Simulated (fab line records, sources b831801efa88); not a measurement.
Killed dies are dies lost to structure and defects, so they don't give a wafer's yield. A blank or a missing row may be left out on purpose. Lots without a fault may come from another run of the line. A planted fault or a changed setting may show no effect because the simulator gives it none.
A struck lot beside a sound one | flow gf180mcu | 23 steps out of a route of 602
Sound: wafers L764.1, L764.2, L764.4. Struck: wafer L782.1. (L782.4, L782.6 of the same lot were not struck and are left out.) The cause comes at the end.
At each step with rows: each side's tool, then ch and its chambers, then its first start. Under that, the readings that differ: sound wafers | struck wafers | difference of the means | sigmas: that difference in standard deviations of wafers without a fault.
alike: readings whose means differ by less than 2 such deviations, and words and numbers that are the same on both sides. not compared: withheld readings, readings that some wafer has no value for, bounds like >300 that may hide the same value, and numbers for which the record gives no deviation and whose values overlap.
The two part at a step that has a row with sigmas, a row that says differs or no value, or rows on one side only. Numbers that don't overlap but have no deviation are shown without sigmas and don't part them. A reading that every wafer of one side lacks parts them only if that side has two wafers or more.

GF_V3_RS_MEAS_24: measures by four-point-probe.
  sound on film_metro-01, day 22 12:35; struck on film_metro-01, day 28 16:30
  alike: V3_W_RS
GF_V3_THK_MEAS_25: measures by xrf.
  sound on film_metro-01, day 22 12:43; struck on film_metro-01, day 28 16:37
  alike: V3_W_THK
GF_V3_CMP_26: polishes, stops on SiO2, t overpolish 15 s, target thk 0 nm.
  sound on cmp-02 ch 1,2,3, day 22 12:46; struck on cmp-02 ch 1, day 28 16:44
  alike: edge_zone_pressure_frac, motor_current_A, overpolish_run_s, platen_rpm, time_to_endpoint_s
GF_M4_SPUTTER_00: material Ti, target thk 37.5 nm, time 150 s.
  sound on pvd_sputter-03, day 22 13:04; struck on pvd_sputter-03, day 28 16:59
  alike: cathode_dc_power_W, throttle_valve_pct
GF_M4_SPUTTER_01: material TiN, target thk 30 nm, time 25 s.
  sound on pvd_sputter-03, day 22 13:10; struck on pvd_sputter-03, day 28 17:05
  alike: cathode_dc_power_W, throttle_valve_pct
GF_M4_SPUTTER_02: material AlCu, target thk 450 nm, time 23.9 s.
  sound on pvd_sputter-03, day 22 13:12; struck on pvd_sputter-03, day 28 17:07
  alike: cathode_dc_power_W, throttle_valve_pct
then, 1 step without rows for these wafers: GF_M4_SPUTTER_03 (material Ti, target thk 10 nm, time 6.7 s).
GF_M4_SPUTTER_04: material TiN, target thk 50 nm, time 41.7 s.
  sound on pvd_sputter-03, day 22 13:15; struck on pvd_sputter-03, day 28 17:10
  alike: cathode_dc_power_W, throttle_valve_pct
GF_M4_RS_MEAS_05: measures by four-point-probe.
  sound on film_metro-03, day 22 13:17; struck on film_metro-01, day 28 17:12
  alike: M4_ALCU_RS
GF_M4_THK_MEAS_06: measures by xrf.
  sound on film_metro-03, day 22 13:25; struck on film_metro-01, day 28 17:19
  reading          | sound       | struck | difference | sigmas
  M4_ALCU_THK (nm) | 451 446 448 | 462    | +14        | +2
then, 2 steps without rows for these wafers: GF_M4_DEHYDRATE_07 (time 60 s); GF_M4_HMDS_08 (prime time 60 s).
GF_M4_COAT_09: resist thk 1000 nm.
  sound on litho_track-04 ch 0, day 23 00:26; struck on litho_track-04 ch 0, day 29 02:17
  reading                             | sound           | struck | difference | sigmas
  model.KrF_of_M4_COAT_09.thk_nm (nm) | 1000 1002 997.3 | 1017   | +17        |
  alike: exhaust_pa, resist_line_temp_C
then, 4 steps without rows for these wafers: GF_M4_SOFTBAKE_10 (time 60 s); GF_M4_EXPOSE_11 (exposes mask Metal4, target cd 280 nm); GF_M4_PEB_12 (peb time 90 s); GF_M4_DEVELOP_13 (develop time 60 s).
GF_M4_CD_MEAS_14: target cd 280 nm.
  sound on cd_sem-01, day 23 12:06; struck on cd_sem-01, day 29 11:44
  alike: cd_nm
GF_M4_OVL_MEAS_15:
  sound on overlay-01, day 23 12:13; struck on overlay-02, day 29 11:52
  alike: M4_OVL
GF_M4_METAL_ETCH_16: etches the open film in Cl2/BCl3, stops on SiO2, target depth 750.8 nm, time 125.1 s.
  sound on rie_metal-01 ch 0,1, day 23 12:15; struck on rie_metal-02 ch 1, day 29 11:54
  reading                             | sound             | struck | difference | sigmas
  model.KrF_of_M4_COAT_09.thk_nm (nm) | 682.5 681.7 675.1 | 699    | +19        |
  alike: drypump_motor_current_A, oes_product_au, rf_fwd_power_W, throttle_valve_pct
  not compared: rf_hours_counter_h
GF_M4_STRIP_17: strips in O2/N2.
  sound on plasma_asher-01 ch 0,1, day 23 12:23; struck on plasma_asher-04 ch 0, day 29 12:02
  reading                      | sound          | struck | difference | sigmas
  o2_flow_sccm (sccm)          | 2996 3012 2999 | 2977   | -25        | -3
  strip_time_to_endpoint_s (s) | 7.38 7.36 7.30 | 7.53   | +0.18      | +4
  alike: drypump_motor_current_A, heater_power_w, oes_product_au
  not compared: rf_hours_counter_h
then, 1 step without rows for these wafers: GF_M4_STRIP_18 (strips in post etch residue remover, time 1200 s).
-- the record jumps here: 5 days lie between the struck wafers' starts before and after (it left off in module M4 and takes up again in module PASSIVATION, whose first step shown is number 602 of the route) --
GF_PASSIVATION_PROBE_99:
  the record has rows for the struck wafers here (prober-01, day 34 06:44) and none for the sound ones

WHERE THEY PART
First at GF_M4_THK_MEAS_06; last, within this record, at GF_PASSIVATION_PROBE_99.

WHY: what the simulator had put in
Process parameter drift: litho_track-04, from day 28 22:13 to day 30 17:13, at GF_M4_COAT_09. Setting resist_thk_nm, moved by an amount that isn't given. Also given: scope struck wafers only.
